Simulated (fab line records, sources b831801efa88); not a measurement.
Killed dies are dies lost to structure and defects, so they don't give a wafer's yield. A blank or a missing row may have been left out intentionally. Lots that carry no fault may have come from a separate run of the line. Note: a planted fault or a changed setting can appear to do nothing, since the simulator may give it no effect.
Matching of chambers | flow gf180mcu | GF_V2_CMP_26 on cmp-02: 4 sister chambers
The step polishes, stops on SiO2, t overpolish 15 s, target thk 0 nm. 20 wafers are shown with their chamber, then 9 later ones without.

== WAFERS PAIRED WITH THEIR CHAMBERS ==
wafer  | chamber | motor current A (A) | time to endpoint s (s) | overpolish run s (s)
L947.2 | 0       | 10.9                | 87                     | 14.990
L947.4 | 1       | 12.4                | 85                     | 14.990
L947.5 | 2       | 14.2                | 89                     | 15.009
L949.2 | 3       | 9.8                 | 80                     | 15.021
L949.4 | 0       | 11.3                | 84                     | 15.005
L949.5 | 1       | 12.5                | 81                     | 14.992
L951.3 | 3       | 9.6                 | 81                     | 15.003
L951.5 | 0       | 10.7                | 89                     | 14.991
L951.6 | 1       | 12.8                | 86                     | 14.992
L954.1 | 1       | 11.9                | 86                     | 14.991
L954.3 | 3       | 9.8                 | 80                     | 14.999
L962.1 | 2       | 14.4                | 85                     | 14.993
L962.2 | 0       | 10.8                | 91                     | 15.014
L962.3 | 1       | 12.3                | 85                     | 15.006
L963.3 | 2       | 13.5                | 86                     | 15.006
L963.5 | 1       | 12.7                | 82                     | 15.012
L963.6 | 0       | 11.4                | 86                     | 14.988
L965.1 | 0       | 11.4                | 87                     | 15.004
L965.3 | 1       | 12.7                | 86                     | 14.993
L965.4 | 2       | 13.8                | 85                     | 14.994

SIGNATURES (means of the wafers above)
reading            | chamber 0 | chamber 1 | chamber 2 | chamber 3 | scatter within a chamber
motor current A    | 11.083    | 12.471    | 13.975    | 9.733     | 0.316
time to endpoint s | 87.33     | 84.43     | 86.25     | 80.33     | 2.04
overpolish run s   | 14.99867  | 14.99657  | 15.00050  | 15.00767  | 0.00963
Rule: a wafer lies at a distance from a chamber equal to the root of the sum of squares, over the readings, of (its reading less the chamber's mean, divided by the reading's scatter). The wafer belongs to the nearest chamber; if the next one is less than 2 further off, it can't be placed. The scatter is the square root of a quotient: the sum, over the shown wafers, of each reading's squared deviation from its chamber's mean, divided by wafers minus chambers.

== WAFERS WHOSE CHAMBER IS MISSING ==
wafer  | motor current A (A) | time to endpoint s (s) | overpolish run s (s)
L967.1 | 13.5                | 91                     | 15.010
L967.3 | 9.4                 | 79                     | 15.006
L967.6 | 11.0                | 84                     | 15.011
L968.3 | 12.4                | 85                     | 15.012
L968.4 | 12.9                | 89                     | 15.002
L968.6 | 11.4                | 86                     | 14.999
L969.1 | 13.4                | 91                     | 15.017
L969.2 | 9.7                 | 83                     | 14.992
L969.6 | 9.5                 | 85                     | 15.004

== CHAMBER TAKEN BY EACH ==
wafer  | from the rows above     | in truth
L967.1 | can't be placed: 2 or 1 | 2
L967.3 | 3                       | 3
L967.6 | 0                       | 0
L968.3 | 1                       | 1
L968.4 | can't be placed: 1 or 2 | 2
L968.6 | 0                       | 0
L969.1 | can't be placed: 2 or 1 | 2
L969.2 | 3                       | 3
L969.6 | 3                       | 3
Correctly placed: 6 of 9. Can't be placed from these rows: 3 (the true chamber is among the candidates in 3). Wrongly placed: 0.
